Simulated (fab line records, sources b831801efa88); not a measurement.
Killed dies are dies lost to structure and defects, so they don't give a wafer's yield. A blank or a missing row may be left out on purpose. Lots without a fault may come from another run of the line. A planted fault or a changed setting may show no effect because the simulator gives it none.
Which tool did it? | flow gf180mcu | 12 lots, 36 wafers sampled, at 5 steps of a route of 602

WHAT THE GAUGES READ, wafer by wafer
GF_TOP_METAL_CD_MEAS_14: target cd 440 nm.
lot  | measured     | on        | cd_nm (nm)
L226 | day 28 04:01 | cd_sem-01 | 441.1 439.1 440.5
L227 | day 28 22:25 | cd_sem-01 | 438.1 440.1 438.4
L228 | day 29 02:27 | cd_sem-01 | 439.6 439.6 440.6
L229 | day 29 09:39 | cd_sem-01 | 434.7 436.7 435.9
L230 | day 29 20:18 | cd_sem-01 | 440.2 439.4 439.7
L231 | day 30 10:53 | cd_sem-01 | 439.0 439.8 440.3
L234 | day 30 22:14 | cd_sem-01 | 447.7 447.2 449.2
L237 | day 31 17:14 | cd_sem-01 | 447.2 447.2 448.0
L243 | day 33 02:28 | cd_sem-01 | 439.9 437.1 437.7
L244 | day 33 10:32 | cd_sem-02 | 442.5 442.2 442.8
L245 | day 33 14:37 | cd_sem-02 | 439.2 437.9 438.7
L247 | day 34 05:05 | cd_sem-02 | 435.2 435.0 437.1

WHICH TOOL RAN EACH LOT (tool, then ch and the chambers of the sampled wafers, then the start)
lot  | GF_V3_CVD_23                  | GF_V3_CMP_26                  | GF_M4_SPUTTER_02             | GF_TOP_METAL_EXPOSE_11
L226 | cvd_w-01 ch 0,1, day 22 10:04 | cmp-02 ch 0,3, day 22 10:19   | pvd_sputter-03, day 22 10:45 | iline_stepper-01 ch 0, day 27 18:05
L227 | cvd_w-02 ch 0,1, day 23 08:13 | cmp-01 ch 0,1, day 23 08:28   | pvd_sputter-03, day 23 08:54 | iline_stepper-01 ch 0, day 28 13:10
L228 | cvd_w-02 ch 0,1, day 23 14:44 | cmp-02 ch 0,1,3, day 23 15:05 | pvd_sputter-02, day 23 15:28 | iline_stepper-02 ch 0, day 28 17:07
L229 | cvd_w-01 ch 0,1, day 23 23:11 | cmp-01 ch 0,1,2, day 23 23:34 | pvd_sputter-04, day 23 23:54 | iline_stepper-02 ch 0, day 29 00:08
L230 | cvd_w-02 ch 0,1, day 24 10:22 | cmp-02 ch 0,3, day 24 10:37   | pvd_sputter-03, day 24 11:02 | iline_stepper-01 ch 0, day 29 10:44
L231 | cvd_w-02 ch 0,1, day 25 01:50 | cmp-01 ch 0,1, day 25 02:11   | pvd_sputter-03, day 25 02:34 | iline_stepper-01 ch 0, day 30 01:44
L234 | cvd_w-02 ch 0,1, day 25 17:06 | cmp-02 ch 1,2, day 25 17:23   | pvd_sputter-03, day 25 17:49 | iline_stepper-01 ch 0, day 30 13:07
L237 | cvd_w-02 ch 0,1, day 26 13:34 | cmp-01 ch 1,2,3, day 26 13:58 | pvd_sputter-03, day 26 14:17 | iline_stepper-01 ch 0, day 31 08:02
L243 | cvd_w-01 ch 0,1, day 28 07:41 | cmp-02 ch 0,1,3, day 28 08:08 | pvd_sputter-02, day 28 08:25 | iline_stepper-02 ch 0, day 32 18:29
L244 | cvd_w-01 ch 0,1, day 28 12:55 | cmp-02 ch 0,1, day 28 13:12   | pvd_sputter-03, day 28 13:38 | iline_stepper-02 ch 0, day 33 02:14
L245 | cvd_w-01 ch 0,1, day 28 21:04 | cmp-02 ch 0,1,3, day 28 21:25 | pvd_sputter-02, day 28 21:47 | iline_stepper-02 ch 0, day 33 07:34
L247 | cvd_w-01 ch 0,1, day 29 13:52 | cmp-02 ch 0,1,2, day 29 14:10 | pvd_sputter-02, day 29 14:35 | iline_stepper-02 ch 0, day 33 22:07
- GF_V3_CVD_23: deposits W, target thk 350 nm, time 104.9 s.
- GF_V3_CMP_26: polishes, stops on SiO2, t overpolish 15 s, target thk 0 nm.
- GF_M4_SPUTTER_02: material AlCu, target thk 450 nm, time 23.9 s.
- GF_TOP_METAL_EXPOSE_11: exposes mask MetalTop, target cd 440 nm.

WHAT THE TOOLS THEMSELVES READ (means of the sampled wafers that have a number; where no wafer has one, the mark that the record gives instead)
GF_V3_CVD_23.
lot  | tool     | heater_power_w (W)
L226 | cvd_w-01 | 770
L227 | cvd_w-02 | 822
L228 | cvd_w-02 | 866
L229 | cvd_w-01 | 789
L230 | cvd_w-02 | 856
L231 | cvd_w-02 | 860
L234 | cvd_w-02 | 836
L237 | cvd_w-02 | 827
L243 | cvd_w-01 | 760
L244 | cvd_w-01 | 783
L245 | cvd_w-01 | 770
L247 | cvd_w-01 | 771

GF_V3_CMP_26.
lot  | tool   | motor_current_A (A) | overpolish_run_s (s) | time_to_endpoint_s (s)
L226 | cmp-02 | 10.1                | 15.012               | 93
L227 | cmp-01 | 11.2                | 14.998               | 90
L228 | cmp-02 | 10.7                | 14.999               | 88
L229 | cmp-01 | 10.6                | 15.002               | 90
L230 | cmp-02 | 9.9                 | 14.995               | 87
L231 | cmp-01 | 11.3                | 15.002               | 89
L234 | cmp-02 | 11.7                | 14.999               | 90
L237 | cmp-01 | 10.1                | 15.006               | 90
L243 | cmp-02 | 10.8                | 15.002               | 85
L244 | cmp-02 | 10.7                | 15.012               | 81
L245 | cmp-02 | 10.9                | 15.003               | 87
L247 | cmp-02 | 10.5                | 14.989               | 85

GF_M4_SPUTTER_02.
lot  | tool           | throttle_valve_pct (%)
L226 | pvd_sputter-03 | 30.3
L227 | pvd_sputter-03 | 30.5
L228 | pvd_sputter-02 | 29.1
L229 | pvd_sputter-04 | 28.9
L230 | pvd_sputter-03 | 30.3
L231 | pvd_sputter-03 | 30.6
L234 | pvd_sputter-03 | 30.2
L237 | pvd_sputter-03 | 30.5
L243 | pvd_sputter-02 | 29.5
L244 | pvd_sputter-03 | 30.2
L245 | pvd_sputter-02 | 30.0
L247 | pvd_sputter-02 | 28.7

GF_TOP_METAL_EXPOSE_11.
lot  | tool             | exposure_dose_mJ_cm2
L226 | iline_stepper-01 | 169.97
L227 | iline_stepper-01 | 169.94
L228 | iline_stepper-02 | 169.73
L229 | iline_stepper-02 | 169.93
L230 | iline_stepper-01 | 169.98
L231 | iline_stepper-01 | 170.23
L234 | iline_stepper-01 | 164.19
L237 | iline_stepper-01 | 165.12
L243 | iline_stepper-02 | 169.76
L244 | iline_stepper-02 | 170.04
L245 | iline_stepper-02 | 169.78
L247 | iline_stepper-02 | 169.78

THE ANSWER, worked out from the rows above alone
Rule: what is usual is taken from the lots themselves. Put in order of their means at a reading, lots are off if they are a third of the lots or fewer, leave a main group of 4 or more, and stand apart from it by a gap of 3 or more times the standard deviation of the main group's means; of several such gaps the widest counts. A main group whose means are all the same, to the digits that the tables above print for the reading, isn't used. A lot without any number at a reading at which 4 lots or more have one is off too. The other lots that the step has rows for count as sound. The gauges are gone through in route order, then the tools' own readings, and for those a lot's mean is taken as printed above. The first step at which some lot is off is used, and at that step the reading that is off furthest; a lot without a number counts as furthest.
Off: L234, L237, at GF_TOP_METAL_EXPOSE_11 (exposure_dose_mJ_cm2). The main group: mean 169.91, standard deviation 0.15.
A tool fits if, at that step or a process step before it, it ran every lot that is off, and no sound lot after the first of them. Can't be told from this: 2 tools fit, cvd_w-02 at GF_V3_CVD_23, iline_stepper-01 at GF_TOP_METAL_EXPOSE_11.

WHAT THE SIMULATOR HAD PUT IN
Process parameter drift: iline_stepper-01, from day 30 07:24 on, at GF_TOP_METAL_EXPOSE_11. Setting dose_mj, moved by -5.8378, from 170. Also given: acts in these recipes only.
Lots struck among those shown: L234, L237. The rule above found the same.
